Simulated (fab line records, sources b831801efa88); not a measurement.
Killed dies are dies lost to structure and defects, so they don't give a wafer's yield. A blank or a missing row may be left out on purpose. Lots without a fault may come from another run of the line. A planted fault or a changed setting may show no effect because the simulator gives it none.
fab line records | flow sky130
record lots=7 wafers=21 last_day=50
route steps=708 shown FIELD_ISO@6 PAD_OPEN@708
lots that met no fault: from a run of the same line without faults
start_h: hours from the record's first day to the start of the lot's first wafer shown | wait_h: hours since the lot's step before | " the same as in the row above | L1.1+2: a row that stands for several wafers | - no value, or no start given | * or withheld: withheld | < > ~ a bound
route shown NAME@n: a module of which the file shows steps, and the number in the route of the first | usual: mean/standard deviation of fault-free wafers | same: alike in all rows | chamber/n: place in a boat | sites: the reading at each site | _std_site: their standard deviation | _edge_site: outer sites' mean less inner sites' | radius_mm: how far each site lies from the wafer's centre | mask NAME#n: copy n | behind: the tool/chamber that last shaped the wafer | hold: why the lot was held/for how many hours/how that ended | device: the transistor (n, p or np) that didn't switch | end of line: the same wafers' tests at the end of the route | a step without rows: its recipe alone | killed: dies lost to structure and defects at the first sort, not the wafer's yield | map: a wafer's dies, x killed, . not, _ none there
set.NAME: the setting as run; set.NAME@STEP: as run at that earlier step | model.NAME: the simulator's own value behind a step, which no gauge read
lots at some steps of the route; a table a step, a row a wafer
services: from which hour (start_h, from the record's first day; less than 0 if before it) a tool's chamber was out of use, for how many hours, and why
## steps
# step SKY_FIELD_ISO_DEHYDRATE_05
# recipe temp_c=200 time_s=60
# step SKY_FIELD_ISO_HMDS_06
# recipe prime_time_s=60 prime_temp_c=120
# step SKY_FIELD_ISO_COAT_07
# recipe resist=BARC temp_c=withheld time_s=withheld spin_rpm=3000 resist_thk_nm=60
# step SKY_FIELD_ISO_COAT_08
# recipe resist=KrF-thick spin_rpm=3000 resist_thk_nm=450
# step SKY_FIELD_ISO_SOFTBAKE_09
# recipe temp_c=100 time_s=92.29 resist=KrF-thick
# usual plate_sensor_t_centre_C=100.88/0.01 plate_sensor_t_edge_C=100.95/0.01
# same time_s=92.29
# columns lot.wafer tool chamber start_h wait_h plate_sensor_t_centre_C plate_sensor_t_edge_C
L450.1 litho_track-02 0 - - 100.89 100.96
L450.2 " 0 " " 100.88 100.94
L450.3 " 0 " " 100.91 100.96
L458.1 litho_track-04 0 - - 100.88 100.94
L458.2 " 0 " " 100.87 100.97
L458.4 " 0 " " 100.89 100.96
L460.1 litho_track-04 0 - - 100.89 100.95
L460.3 " 0 " " 100.88 100.93
L460.5 " 0 " " 100.87 100.97
L461.1 litho_track-02 0 - - 100.89 100.94
L461.3 " 0 " " 100.88 100.96
L461.6 " 0 " " 100.90 100.96
L462.2 litho_track-04 0 - - 100.88 100.98
L462.4 " 0 " " 100.88 100.96
L462.6 " 0 " " 100.87 100.97
L466.1 litho_track-04 0 - - 100.88 100.95
L466.5 " 0 " " 100.87 100.96
L466.6 " 0 " " 100.88 100.94
L469.1 litho_track-01 0 - - 100.88 100.95
L469.3 " 0 " " 100.88 100.97
L469.4 " 0 " " 100.89 100.95
# step SKY_FIELD_ISO_EXPOSE_10
# recipe mask_id=FOM na=0.68 source_shape=annular sigma_inner=0.4 sigma_outer=0.8 target_cd_nm=150 dose_mj=28
# step SKY_FIELD_ISO_PEB_11
# recipe peb_temp_c=withheld peb_time_s=withheld resist=KrF-thick
# step SKY_FIELD_ISO_DEVELOP_12
# recipe develop_time_s=60 resist=KrF-thick dev_temp_c=21
# step SKY_FIELD_ISO_CD_MEAS_13
# recipe target_cd_nm=150
# usual cd_nm=149.9/1.7
# columns lot.wafer tool chamber start_h wait_h cd_nm
L450.1 cd_sem-02 - 44.03 - 149.7
L450.2 " - " " 151.6
L450.3 " - " " 148.8
L458.1 cd_sem-02 - 84.98 - 148.9
L458.2 " - " " 148.7
L458.4 " - " " 147.6
L460.1 cd_sem-02 - 96.77 - 150.9
L460.3 " - " " 149.4
L460.5 " - " " 150.4
L461.1 cd_sem-02 - 101.77 - 150.2
L461.3 " - " " 150.5
L461.6 " - " " 149.2
L462.2 cd_sem-02 - 106.29 - 153.3
L462.4 " - " " 150.2
L462.6 " - " " 152.1
L466.1 cd_sem-02 - 128.82 - 152.0
L466.5 " - " " 151.6
L466.6 " - " " 152.1
L469.1 cd_sem-01 - 141.92 - 151.7
L469.3 " - " " 150.9
L469.4 " - " " 149.5
# step SKY_FIELD_ISO_ETCH_14
# recipe chemistry=N2/H2 target=BARC ion_energy_ev=200 source_w=500 bias_w=100 pressure_mtorr=30 n2_flow_sccm=100 h2_flow_sccm=200 stop_on=SiO2 time_s=48.11 target_depth_a=600
# usual chamber_pressure_mTorr=29.999/0.028 drypump_motor_current_A=5.6/0.45 oes_product_au=0.843/0.0047 throttle_valve_pct=13.224/0.0095
# same time_s=48.11
# columns lot.wafer tool chamber start_h wait_h chamber_pressure_mTorr drypump_motor_current_A oes_product_au rf_hours_counter_h throttle_valve_pct
L450.1 rie_diel-04 2 44.15 0.1 29.977 5.7 0.844 166 13.226
L450.2 " 1 " " 29.994 6.1 0.841 47 13.207
L450.3 " 0 " " 30.011 5.8 0.848 135 13.227
L458.1 rie_diel-02 0 85.10 0.1 30.035 5.1 0.839 65 13.221
L458.2 " 1 " " 30.040 5.8 0.840 4 13.230
L458.4 " 3 " " 29.938 6.0 0.837 117 13.231
L460.1 rie_diel-01 0 96.89 0.1 29.986 5.4 0.833 159 13.221
L460.3 " 2 " " 30.012 4.9 0.847 4 13.228
L460.5 " 2 " " 29.981 4.9 0.847 - 13.219
L461.1 rie_diel-02 0 101.89 0.1 30.009 5.0 0.849 66 13.220
L461.3 " 3 " " 30.028 6.0 0.845 117 13.215
L461.6 " 0 " " 29.976 5.0 0.848 - 13.220
L462.2 rie_diel-02 1 106.39 0.1 30.014 5.8 0.841 5 13.221
L462.4 " 0 " " 29.996 5.0 0.837 66 13.232
L462.6 " 0 " " 29.991 5.1 0.842 - 13.216
L466.1 rie_diel-04 2 128.94 0.1 29.934 5.8 0.839 0 13.229
L466.5 " 0 " " 30.033 5.8 0.846 - 13.205
L466.6 " 1 " " 30.015 6.1 0.849 - 13.230
L469.1 rie_diel-02 1 142.04 0.1 30.051 5.8 0.848 5 13.229
L469.3 " 2 " " 29.960 6.4 0.841 55 13.229
L469.4 " 0 " " 29.994 5.0 0.849 66 13.229
# step SKY_FIELD_ISO_ETCH_15
# recipe chemistry=CHF3/O2 target_depth_nm=180 stop_on=Si source_w=600 bias_w=200 pressure_mtorr=40 chf3_flow_sccm=50 O2_flow_sccm=5 time_s=72
# usual O2_flow_sccm=5.001/0.016 bias_w=200.0/0.59 drypump_motor_current_A=5.6/0.45 oes_product_au=0.947/0.0071 throttle_valve_pct=8.844/0.0084
# same time_s=72
# columns lot.wafer tool chamber start_h wait_h O2_flow_sccm bias_w drypump_motor_current_A oes_product_au rf_hours_counter_h throttle_valve_pct
L450.1 rie_diel-04 2 44.19 0.0 5.005 200.0 5.7 0.940 166 8.851
L450.2 " 1 " " 4.992 199.2 6.1 0.950 47 8.850
L450.3 " 0 " " 5.007 200.9 5.7 0.945 135 8.840
L458.1 rie_diel-02 0 85.14 0.0 5.013 199.5 5.0 0.960 65 8.834
L458.2 " 1 " " 5.009 199.7 5.8 0.942 4 8.844
L458.4 " 3 " " 4.996 199.9 6.0 0.942 117 8.827
L460.1 rie_diel-01 0 96.93 0.0 5.012 199.3 5.4 0.954 159 8.845
L460.3 " 2 " " 4.956 200.1 4.9 0.954 4 8.850
L460.5 " 2 " " 4.964 200.8 4.9 0.956 - 8.836
L461.1 rie_diel-02 0 101.93 0.0 5.003 200.1 5.0 0.938 66 8.841
L461.3 " 3 " " 4.994 199.4 5.9 0.953 117 8.843
L461.6 " 0 " " 5.007 200.3 5.0 0.945 - 8.848
L462.2 rie_diel-02 1 106.44 0.0 4.992 200.9 5.8 0.942 5 8.839
L462.4 " 0 " " 5.016 198.8 5.0 0.953 66 8.857
L462.6 " 0 " " 5.007 199.7 5.0 0.947 - 8.848
L466.1 rie_diel-04 2 128.99 0.0 4.990 199.2 5.7 0.946 0 8.856
L466.5 " 0 " " 4.985 199.0 5.8 0.947 - 8.825
L466.6 " 1 " " 5.002 199.8 6.1 0.945 - 8.839
L469.1 rie_diel-02 1 142.09 0.0 5.007 200.3 5.8 0.930 5 8.843
L469.3 " 2 " " 5.015 199.0 6.4 0.941 55 8.849
L469.4 " 0 " " 5.012 199.8 5.0 0.946 66 8.866
# step SKY_FIELD_ISO_STRIP_16
# recipe chemistry=O2/N2 power_w=1400 pressure_mtorr=1500 platen_temp_c=withheld o2_flow_sccm=3000 n2_flow_sccm=300 overash_fraction=0.5
# usual drypump_motor_current_A=5.8/0.57 oes_product_au=0.377/0.0052 strip_time_to_endpoint_s=3.52/0.035
# same overash_fraction=0.5
# columns lot.wafer tool chamber start_h wait_h drypump_motor_current_A oes_product_au rf_hours_counter_h strip_time_to_endpoint_s
L450.1 plasma_asher-02 1 44.24 0.0 6.0 0.372 23 3.48
L450.2 " 0 " " 6.2 0.374 23 3.49
L450.3 " 1 " " 6.0 0.374 - 3.49
L458.1 plasma_asher-02 0 85.19 0.0 6.2 0.379 27 3.58
L458.2 " 1 " " 6.0 0.376 27 3.56
L458.4 " 0 " " 6.1 0.377 - 3.58
L460.1 plasma_asher-02 0 96.99 0.0 6.2 0.384 29 3.48
L460.3 " 0 " " 6.2 0.373 - 3.49
L460.5 " 0 " " 6.1 0.379 - 3.49
L461.1 plasma_asher-02 0 101.99 0.0 6.2 0.382 29 3.55
L461.3 " 0 " " 6.1 0.382 - 3.54
L461.6 " 0 " " 6.2 0.370 - 3.52
L462.2 plasma_asher-04 0 106.49 0.0 5.5 0.384 43 3.55
L462.4 " 0 " " 5.5 0.383 - 3.55
L462.6 " 0 " " 5.5 0.376 - 3.57
L466.1 plasma_asher-01 1 129.04 0.0 6.4 0.382 44 3.54
L466.5 " 1 " " 6.5 0.384 - 3.50
L466.6 " 0 " " 5.0 0.374 - 3.50
L469.1 plasma_asher-01 1 142.14 0.0 6.5 0.382 46 3.58
L469.3 " 0 " " 5.0 0.391 - 3.57
L469.4 " 1 " " 6.4 0.371 - 3.56
# step SKY_FIELD_ISO_ETCH_17
# recipe target_depth_a=3420 mask_material=Si3N4 chemistry=HBr/Cl2/O2 target=Si taper_deg=5 icp_w=600 bias_w=150 pressure_mtorr=15 HBr_flow_sccm=150 Cl2_flow_sccm=40 O2_flow_sccm=6 time_s=97.7
# usual HBr_flow_sccm=150.0/0.44 O2_flow_sccm=6.000/0.018 drypump_motor_current_A=5.5/0.45 oes_product_au=1.001/0.012 throttle_valve_pct=25.656/0.012 time_s=97.7/0
# columns lot.wafer tool chamber start_h wait_h HBr_flow_sccm O2_flow_sccm drypump_motor_current_A oes_product_au rf_hours_counter_h throttle_valve_pct time_s model.Si3N4_of_FIELD_ISO_CVD_03.thk_nm
L450.1 rie_si-01 3 44.34 0.1 150.3 6.051 6.1 1.005 69 25.661 97.7 149.7
L450.2 " 1 " " 150.7 6.005 6.0 1.000 132 25.657 97.7 151.5
L450.3 " 0 " " 150.5 5.983 5.6 0.986 50 25.663 97.7 150.6
L458.1 rie_si-01 3 85.29 0.1 149.9 6.007 6.1 1.022 70 25.651 97.7 152.5
L458.2 " 1 " " 150.2 5.985 5.9 1.005 132 25.672 97.7 151.1
L458.4 " 0 " " 149.9 5.993 5.6 0.995 50 25.645 97.7 152.8
L460.1 rie_si-01 1 97.09 0.1 - - - - - - - 166.5
L460.3 " 3 " " - - - - - - - 166.5
L460.5 " 0 " " - - - - - - - 166.9
L461.1 rie_si-01 1 102.09 0.1 - - - - - - - 165.1
L461.3 " 3 " " - - - - - - - 165.7
L461.6 " 2 " " - - - - - - - 166.1
L462.2 rie_si-01 1 106.59 0.1 - - - - - - - 166.1
L462.4 " 2 " " - - - - - - - 165.9
L462.6 " 0 " " - - - - - - - 165.2
L466.1 rie_si-02 2 129.14 0.1 149.6 6.023 5.5 1.000 91 25.667 97.7 151.1
L466.5 " 0 " " 150.6 5.985 4.7 1.000 - 25.650 97.7 150.8
L466.6 " 3 " " 150.4 5.974 5.1 0.989 - 25.667 97.7 150.6
L469.1 rie_si-01 0 142.24 0.1 150.5 6.013 5.6 0.984 51 25.666 97.7 147.9
L469.3 " 1 " " 150.1 5.993 6.0 1.002 133 25.655 97.7 147.3
L469.4 " 3 " " 149.6 6.008 6.1 1.019 70 25.651 97.7 149.3
# step SKY_FIELD_ISO_WET_ETCH_18
# recipe chemistry=H3PO4 target_depth_nm=25 temp_c=160 target=Si3N4 time_s=286
# step SKY_FIELD_ISO_CLEAN_19
# recipe chemistry=SC1/SC2 mix=1:4:20 temp_c=70 time_s=150
# step SKY_FIELD_ISO_CLEAN_20
# recipe chemistry=dHF time_s=20 dilution=100:1
# step SKY_FIELD_ISO_WET_ETCH_21
# recipe chemistry=dHF dilution=100:1 target_depth_nm=20 dry=ipa_marangoni target=SiO2 temp_c=25 time_s=400
# step SKY_FIELD_ISO_OXIDATION_22
# recipe temp_c=950 ambient=O2 stabilise_s=600 purge_s=300 target_thk_a=100 ox_time_s=623
# step SKY_FIELD_ISO_CVD_24
# recipe material=SiO2 target_thk_nm=595 temp_c=650 sigma_open_frac=0.3 time_s=99.2 sih4_flow_sccm=60 pressure_mtorr=6
# step SKY_FIELD_ISO_ANNEAL_26
# recipe temp_c=1000 time_s=1800 ambient=N2
# step SKY_FIELD_ISO_CMP_27
# recipe stop_on=Si3N4 t_overpolish_s=16 down_force_psi=4 platen_rpm=60 target_thk_nm=457.8 pad_velocity_m_s=0.94248
# usual motor_current_A=12.2/1.5
# columns lot.wafer tool chamber start_h wait_h motor_current_A
L450.1 cmp-01 2 48.91 0.0 10.8
L450.2 " 0 " " 12.3
L450.3 " 1 " " 12.4
L458.2 cmp-02 1 89.50 0.0 12.4
L458.1 " 3 " " 11.0
L458.4 " 0 " " 17.0
L460.1 cmp-01 0 100.91 0.1 12.6
L460.3 " 2 " " 11.5
L460.5 " 3 " " 12.3
L461.1 cmp-02 2 106.42 0.0 11.1
L461.3 " 3 " " 11.1
L461.6 " 3 " " 11.0
L462.2 cmp-02 3 109.80 0.0 10.7
L462.4 " 0 " " 16.8
L462.6 " 0 " " 16.2
L466.1 cmp-01 2 132.42 0.1 11.1
L466.6 " 1 " " 12.5
L466.5 " 2 " " 11.3
L469.1 cmp-01 3 148.42 0.0 11.7
L469.3 " 1 " " 13.3
L469.4 " 2 " " 10.7
# step SKY_FIELD_ISO_WET_ETCH_28
# recipe chemistry=dHF target_depth_nm=23.7 target=SiO2 dilution=10:1 temp_c=25 time_s=47
# usual bath_heat_duty_pct=6.2/0.91 run_length_s=75/3.4
# same time_s=47
# columns lot.wafer tool chamber start_h wait_h bath_heat_duty_pct run_length_s model.Si3N4_of_FIELD_ISO_CVD_03.thk_nm
L450.1 wet_bench-01 3 49.21 0.2 5.1 81 119
L450.2 " 3 " " 5.4 81 121
L450.3 " 3 " " 4.7 81 120
L458.1 wet_bench-04 3 89.80 0.1 6.6 72 121.9
L458.2 " 3 " " 5.7 72 120.4
L458.4 " 3 " " 6.6 72 122.1
L460.1 wet_bench-01 3 101.16 0.2 4.3 75 136.2
L460.3 " 3 " " 4.8 75 136
L460.5 " 3 " " 4.2 75 136.4
L461.1 wet_bench-04 1 106.72 0.2 6.3 73 133.9
L461.3 " 1 " " 6.1 73 134.7
L461.6 " 1 " " 5.8 73 135.1
L462.2 wet_bench-01 0 110.10 0.2 6.6 72 134.7
L462.4 " 0 " " 6.2 72 134.5
L462.6 " 0 " " 6.5 72 134
L466.1 wet_bench-04 1 132.67 0.2 5.8 72 119.4
L466.5 " 1 " " 6.0 72 119
L466.6 " 1 " " 6.1 72 118.9
L469.1 wet_bench-02 2 148.72 0.2 7.1 74 116.5
L469.3 " 2 " " 7.3 74 115.7
L469.4 " 2 " " 6.2 74 117.8
# step SKY_FIELD_ISO_WET_ETCH_29
# recipe chemistry=H3PO4 target_depth_nm=160 target=Si3N4 temp_c=160 time_s=1825
# step SKY_PAD_OPEN_PROBE_99
# usual killed_at_M0_to_M3=44/7.1 killed_at_M4_up=3/1.6 killed_at_contacts=24/5.4 killed_at_front_end=15/4.7 killed_at_other=0.3/0.51 killed_dies=87/9.9 killed_on_rim=17/4 killed_open=48/7.6 killed_short=39/6.3
# same gross_dies=492 killed_at_back_side=0
# columns lot.wafer tool chamber start_h wait_h killed_at_M0_to_M3 killed_at_M4_up killed_at_contacts killed_at_front_end killed_at_other killed_dies killed_on_rim killed_open killed_short
L450.1 prober-02 - 1090.73 0.1 46 5 14 17 0 82 22 40 42
L450.2 prober-02 - 1090.78 0.1 56 3 25 17 0 101 18 67 34
L450.3 prober-02 - 1090.83 0.2 48 2 30 13 0 93 15 58 35
L458.1 prober-02 - 1137.99 0.1 49 5 25 18 0 97 24 54 43
L458.2 prober-02 - 1138.04 0.1 43 3 31 23 1 101 18 56 45
L458.4 prober-02 - 1138.14 0.2 59 1 29 11 1 101 16 53 48
L460.1 prober-02 - 1153.89 0.1 46 1 29 416 0 492 96 50 40
L460.3 prober-02 - 1153.99 0.2 51 1 20 418 2 492 96 52 36
L460.5 prober-02 - 1154.09 0.2 46 3 21 422 0 492 96 50 40
L461.1 prober-01 - 1155.95 0.1 41 3 20 428 0 492 96 46 32
L461.3 prober-01 - 1156.05 0.2 33 3 28 428 0 492 96 43 36
L461.6 prober-01 - 1156.20 0.2 45 3 32 412 0 492 96 55 46
L462.2 prober-02 - 1158.08 0.1 46 4 37 404 1 492 96 60 46
L462.4 prober-02 - 1158.18 0.2 28 2 21 441 0 492 96 41 30
L462.6 prober-02 - 1158.28 0.2 51 3 26 412 0 492 96 41 48
L469.1 prober-01 - 1191.49 0.1 38 5 18 14 0 75 15 42 33
L469.3 prober-01 - 1191.59 0.2 48 5 17 9 0 79 17 44 35
L469.4 prober-01 - 1191.64 0.2 35 3 27 11 0 76 16 43 33
# killed by level:class
L450.1 METAL2:geometric_particle:short=9 VIA1:geometric_particle:open=9 POLY_GATE:geometric_particle:short=7 VIA3:geometric_particle:open=6 CONTACT:geometric_particle:open=5 VIA1:geometric_particle:short=5 VIA2:geometric_particle:open=5 METAL3:geometric_particle:short=4
L450.2 VIA1:geometric_particle:open=12 VIA3:geometric_particle:open=11 LI_CONTACT:geometric_particle:open=8 CONTACT:geometric_particle:open=8 VIA2:geometric_particle:open=8 METAL1:geometric_particle:short=6 FIELD_ISO:geometric_particle:open=5 POLY_GATE:geometric_particle:open=5
L450.3 VIA1:geometric_particle:open=12 LI_CONTACT:geometric_particle:open=11 CONTACT:geometric_particle:open=11 VIA2:geometric_particle:open=9 METAL1:geometric_particle:short=7 FIELD_ISO:geometric_particle:short=5 CONTACT:geometric_particle:short=5 VIA3:geometric_particle:open=5
L458.1 VIA1:geometric_particle:open=12 POLY_GATE:geometric_particle:open=7 LI_CONTACT:geometric_particle:open=7 VIA2:geometric_particle:open=7 VIA3:geometric_particle:open=7 METAL2:geometric_particle:short=6 CONTACT:geometric_particle:short=6 CONTACT:geometric_particle:open=6
L458.2 VIA1:geometric_particle:open=16 CONTACT:geometric_particle:open=14 FIELD_ISO:geometric_particle:short=6 VIA1:geometric_particle:short=6 LI_CONTACT:geometric_particle:open=6 CONTACT:geometric_particle:short=6 FIELD_ISO:geometric_particle:open=5 POLY_GATE:geometric_particle:short=5
L458.4 VIA1:geometric_particle:open=15 VIA1:geometric_particle:short=12 LI_CONTACT:geometric_particle:open=9 CONTACT:geometric_particle:open=8 VIA3:geometric_particle:open=7 VIA2:geometric_particle:open=7 METAL2:geometric_particle:short=6 LOCAL_INTERCONNECT:geometric_particle:short=5
L460.1 FIELD_ISO:area_etch=402 CONTACT:geometric_particle:open=14 VIA1:geometric_particle:open=13 VIA2:geometric_particle:open=7 VIA1:geometric_particle:short=6 LI_CONTACT:geometric_particle:open=6 METAL2:geometric_particle:short=6 FIELD_ISO:geometric_particle:open=4
L460.3 FIELD_ISO:area_etch=404 VIA1:geometric_particle:open=11 VIA3:geometric_particle:open=8 METAL1:geometric_particle:short=7 VIA1:geometric_particle:short=7 POLY_GATE:geometric_particle:open=6 CONTACT:geometric_particle:open=6 LI_CONTACT:geometric_particle:open=5
L460.5 FIELD_ISO:area_etch=402 VIA1:geometric_particle:open=11 METAL1:geometric_particle:short=8 POLY_GATE:geometric_particle:open=7 CONTACT:geometric_particle:open=7 LI_CONTACT:geometric_particle:open=5 METAL2:geometric_particle:short=5 VIA3:geometric_particle:open=5
L461.1 FIELD_ISO:area_etch=414 VIA1:geometric_particle:open=11 VIA2:geometric_particle:open=8 LI_CONTACT:geometric_particle:open=6 VIA1:geometric_particle:short=6 CONTACT:geometric_particle:open=6 FIELD_ISO:geometric_particle:short=5 FIELD_ISO:geometric_particle:open=5
L461.3 FIELD_ISO:area_etch=413 VIA1:geometric_particle:open=10 CONTACT:geometric_particle:open=8 CONTACT:geometric_particle:short=7 LOCAL_INTERCONNECT:geometric_particle:short=5 LI_CONTACT:geometric_particle:open=5 VIA2:geometric_particle:open=5 FIELD_ISO:geometric_particle:short=4
L461.6 FIELD_ISO:area_etch=391 VIA1:geometric_particle:open=13 CONTACT:geometric_particle:short=10 CONTACT:geometric_particle:open=10 VIA1:geometric_particle:short=9 LI_CONTACT:geometric_particle:open=8 POLY_GATE:geometric_particle:short=4 POLY_GATE:geometric_particle:open=4
L462.2 FIELD_ISO:area_etch=386 CONTACT:geometric_particle:open=13 VIA3:geometric_particle:open=9 LI_CONTACT:geometric_particle:open=9 LOCAL_INTERCONNECT:geometric_particle:short=7 METAL1:geometric_particle:short=7 VIA1:geometric_particle:open=7 VIA1:geometric_particle:short=6
L462.4 FIELD_ISO:area_etch=421 CONTACT:geometric_particle:open=9 FIELD_ISO:geometric_particle:open=7 VIA2:geometric_particle:open=7 VIA3:geometric_particle:open=5 POLY_GATE:geometric_particle:short=4 LI_CONTACT:geometric_particle:open=4 POLY_GATE:geometric_particle:open=3
L462.6 FIELD_ISO:area_etch=403 METAL1:geometric_particle:short=11 VIA1:geometric_particle:open=9 VIA3:geometric_particle:open=9 CONTACT:geometric_particle:open=8 VIA3:geometric_particle:short=6 CONTACT:geometric_particle:short=5 LI_CONTACT:geometric_particle:open=5
L469.1 VIA1:geometric_particle:open=16 LI_CONTACT:geometric_particle:open=10 METAL1:geometric_particle:short=6 FIELD_ISO:geometric_particle:open=5 METAL4:geometric_particle:short=5 FIELD_ISO:geometric_particle:short=4 POLY_GATE:geometric_particle:open=3 CONTACT:geometric_particle:open=3
L469.3 VIA1:geometric_particle:open=11 LI_CONTACT:geometric_particle:open=7 METAL1:geometric_particle:short=7 VIA1:geometric_particle:short=7 CONTACT:geometric_particle:open=6 VIA2:geometric_particle:open=6 METAL2:geometric_particle:short=5 VIA3:geometric_particle:open=4
L469.4 CONTACT:geometric_particle:open=10 LI_CONTACT:geometric_particle:open=7 VIA1:geometric_particle:open=7 CONTACT:geometric_particle:short=6 VIA3:geometric_particle:open=5 METAL3:geometric_particle:short=5 VIA2:geometric_particle:open=4 FIELD_ISO:geometric_particle:short=3
# map L460.1 (x killed, . not)
__________xxxxxxxxxx_________
________xxxxxxxxxxxxxx_______
______xxxxxxxxxxxxxxxxxx_____
_____xxxxxxxxxxxxxxxxxxxx____
____xxxxxxxxxxxxxxxxxxxxxx___
___xxxxxxxxxxxxxxxxxxxxxxxx__
__xxxxxxxxxxxxxxxxxxxxxxxxxx_
_xxxxxxxxxxxxxxxxxxxxxxxxxxxx
_xxxxxxxxxxxxxxxxxxxxxxxxxxxx
_xxxxxxxxxxxxxxxxxxxxxxxxxxxx
_xxxxxxxxxxxxxxxxxxxxxxxxxxxx
_xxxxxxxxxxxxxxxxxxxxxxxxxxxx
_xxxxxxxxxxxxxxxxxxxxxxxxxxxx
_xxxxxxxxxxxxxxxxxxxxxxxxxxxx
_xxxxxxxxxxxxxxxxxxxxxxxxxxxx
__xxxxxxxxxxxxxxxxxxxxxxxxxx_
___xxxxxxxxxxxxxxxxxxxxxxxx__
____xxxxxxxxxxxxxxxxxxxxxx___
_____xxxxxxxxxxxxxxxxxxxx____
______xxxxxxxxxxxxxxxxxx_____
________xxxxxxxxxxxxxx_______
__________xxxxxxxxxx_________
# map L461.1 (x killed, . not)
__________xxxxxxxxxx_________
________xxxxxxxxxxxxxx_______
______xxxxxxxxxxxxxxxxxx_____
_____xxxxxxxxxxxxxxxxxxxx____
____xxxxxxxxxxxxxxxxxxxxxx___
___xxxxxxxxxxxxxxxxxxxxxxxx__
__xxxxxxxxxxxxxxxxxxxxxxxxxx_
_xxxxxxxxxxxxxxxxxxxxxxxxxxxx
_xxxxxxxxxxxxxxxxxxxxxxxxxxxx
_xxxxxxxxxxxxxxxxxxxxxxxxxxxx
_xxxxxxxxxxxxxxxxxxxxxxxxxxxx
_xxxxxxxxxxxxxxxxxxxxxxxxxxxx
_xxxxxxxxxxxxxxxxxxxxxxxxxxxx
_xxxxxxxxxxxxxxxxxxxxxxxxxxxx
_xxxxxxxxxxxxxxxxxxxxxxxxxxxx
__xxxxxxxxxxxxxxxxxxxxxxxxxx_
___xxxxxxxxxxxxxxxxxxxxxxxx__
____xxxxxxxxxxxxxxxxxxxxxx___
_____xxxxxxxxxxxxxxxxxxxx____
______xxxxxxxxxxxxxxxxxx_____
________xxxxxxxxxxxxxx_______
__________xxxxxxxxxx_________
## services
# columns tool chamber start_h hours kind
plasma_asher-01 - 14.80 3.6 repair
rie_si-01 0 23.36 11.9 repair
cmp-01 - 25.54 5.3 pm
rie_diel-01 1 31.39 11.9 repair
rie_diel-02 1 37.53 6.6 repair
cmp-01 - 42.38 1.4 repair
plasma_asher-01 - 43.02 1.2 repair
cmp-02 - 44.37 1.7 repair
wet_bench-04 - 46.59 0.6 repair
cmp-01 - 51.74 0.3 repair
cmp-02 - 53.85 0.7 repair
cmp-02 - 62.60 6.1 repair
cmp-01 - 64.06 4.0 pm
rie_diel-02 0 69.93 7.4 repair
rie_diel-01 2 70.38 13.5 repair
wet_bench-02 - 70.82 35.1 repair
plasma_asher-02 - 71.83 0.4 repair
rie_si-02 - 79.24 28.1 pm
rie_diel-02 1 88.19 1.5 repair
rie_diel-01 - 90.51 2.8 pm
wet_bench-01 - 101.74 1.6 repair
plasma_asher-04 - 108.75 9.0 pm
plasma_asher-04 - 135.79 0.5 repair
wet_bench-04 - 144.04 3.1 repair
## key
first_sign step=SKY_FIELD_ISO_ETCH_17 reading=tool_record direction=missing
effect step=SKY_PAD_OPEN_PROBE_99 reading=killed_at_front_end direction=up sigmas=86 usual=15 struck=420
model_effect step=SKY_FIELD_ISO_ETCH_17 value=Si3N4_of_FIELD_ISO_CVD_03.thk_nm without=150.9 struck=166
model_effect step=SKY_FIELD_ISO_WET_ETCH_28 value=Si3N4_of_FIELD_ISO_CVD_03.thk_nm without=120 struck=135.1
more_kills_born_at SKY_FIELD_ISO_ETCH_17@rie_si-01=3636
met_at SKY_FIELD_ISO_ETCH_17
struck_wafers L460.1,L460.3,L460.5,L461.1,L461.3,L461.6,L462.2,L462.4,L462.6
later_rows_left_out L460.1,L460.3,L460.5,L461.1,L461.3,L461.6,L462.2,L462.4,L462.6
tester_left_out L460,L461,L462
onset_between 85.29 97.09
fault kind=skipped_step_whole tool=rie_si-01 chamber=- onset_h=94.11 steps=SKY_FIELD_ISO_ETCH_17 scope=struck_lots_only
# tester_left_out: of these lots the tester's yield and bins aren't shown, on N5 and GAA mostly nor the transistor test; their killed dies are dies lost to structure and defects alone, not to doping, threshold or leakage, so they don't give the yield
# later_rows_left_out: the simulator's readings of these wafers behind a module that went badly wrong aren't trusted and aren't shown, but for the sort
